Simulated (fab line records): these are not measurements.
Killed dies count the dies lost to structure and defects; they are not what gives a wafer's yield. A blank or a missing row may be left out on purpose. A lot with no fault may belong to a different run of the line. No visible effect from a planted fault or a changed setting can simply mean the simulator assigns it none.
Problem report, 8D (eight disciplines) form, completed by code :: flow gf180mcu :: the parts of the form that need people (team, actions taken, sign-off) are left out

1. PROBLEM STATEMENT
Mean MVPSD_RS at GF_VT_IMPLANT_RS_MEAS_49: 1204.8 ohm/sq over 5 wafers in 3 lots; fault-free wafers: 1168.9 ohm/sq, standard deviation 2.9. That is +12 standard deviations from the usual mean.
The step: measures by four-point-probe.
First seen on wafer L384.2, day 11 12:02, on film-metro-02. At this step, 39 wafers from 13 lots have a number in the record. By rule, "out" or "out of limits" means more than 4 standard deviations away from the usual mean. The rest of the wafers with a number are treated as sound.

2. WHAT IT IS AND WHAT IT IS NOT
question: which readings at this step
is: MVPSD_RS
is not: -

question: which lots
is: L384, L387, L389
is not: L371, L373, L374, L376, L377, L380, L381, L382, L391, L393

question: which wafers of those lots
is: L384.2, L384.5, L387.2, L389.1, L389.2
is not: L384.6, L387.3, L387.6, L389.6

question: read on which gauges
is: film-metro-01, film-metro-02
is not: film-metro-04

question: when
is: from day 11 12:02
is not: up to then (25 sound wafers); but 9 sound wafers of L387, L389, L391, L393 came after

3. WHAT RULES OUT EACH SUSPECT
Counting: if a tool at a process step up to the reading ran every lot that is out, it stays a suspect. Sound lots after the first of them don't rule it out here, since some wafers of a struck lot are sound.
- ruled out: the gauge at GF_VT_IMPLANT_RS_MEAS_49. The wafers that are out were read on 2 gauges (film-metro-01, film-metro-02).
- implanter-01 at GF_MVPSD_IMPLANT_09: kept. Ran every lot that is out, first one L384 (day 8 12:52); last sound lot up to then L381 (day 7 19:44).
After counting, what remains is implanter-01 at GF_MVPSD_IMPLANT_09.

4. THE CAUSE (what the simulator had put in)
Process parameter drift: implanter-01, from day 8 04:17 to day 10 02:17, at GF_MVPSD_IMPLANT_09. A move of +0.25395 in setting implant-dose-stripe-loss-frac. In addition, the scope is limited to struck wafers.
This tool alone remained once counting was done.

5. THE EFFECT CHAIN, in route order
Each row: a reading where the mean over the struck wafers with a number is more than 3 standard deviations away from the usual. Scope: only readings with a usual standard deviation given in the record; hours: median across lots of the time from each lot's start at the first step in this table that gives one to its start at this step; sigmas: change in usual standard deviations.
hours: 0
step: GF_VT_IMPLANT_RS_MEAS_49
reading: MVPSD_RS
usual: 1168.9 ohm/sq
on struck wafers: 1204.8
change: +35.9
sigmas: +12
Later measuring or inspecting steps at which every struck wafer that the step has a row for has a number for every such reading, and none has moved that far: GF_POLY_GATE_THK_MEAS_17.

6. WHAT WOULD HAVE CAUGHT IT SOONER
Counted from the fault's start at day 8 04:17, it took 80 hours until the first out-of-limits reading at a measuring or inspecting step in this record, taken at day 11 12:02.
An alarm limit of 4 standard deviations would not have fired on the tool readings at GF_MVPSD_IMPLANT_09 for which the record gives a usual standard deviation, since none of them was out on any struck wafer.
Each of the lots that are out, 3 in all, had begun GF_MVPSD_IMPLANT_09 on implanter-01 no later than day 11 12:02. A hold on the tool at that time would have spared none of them.
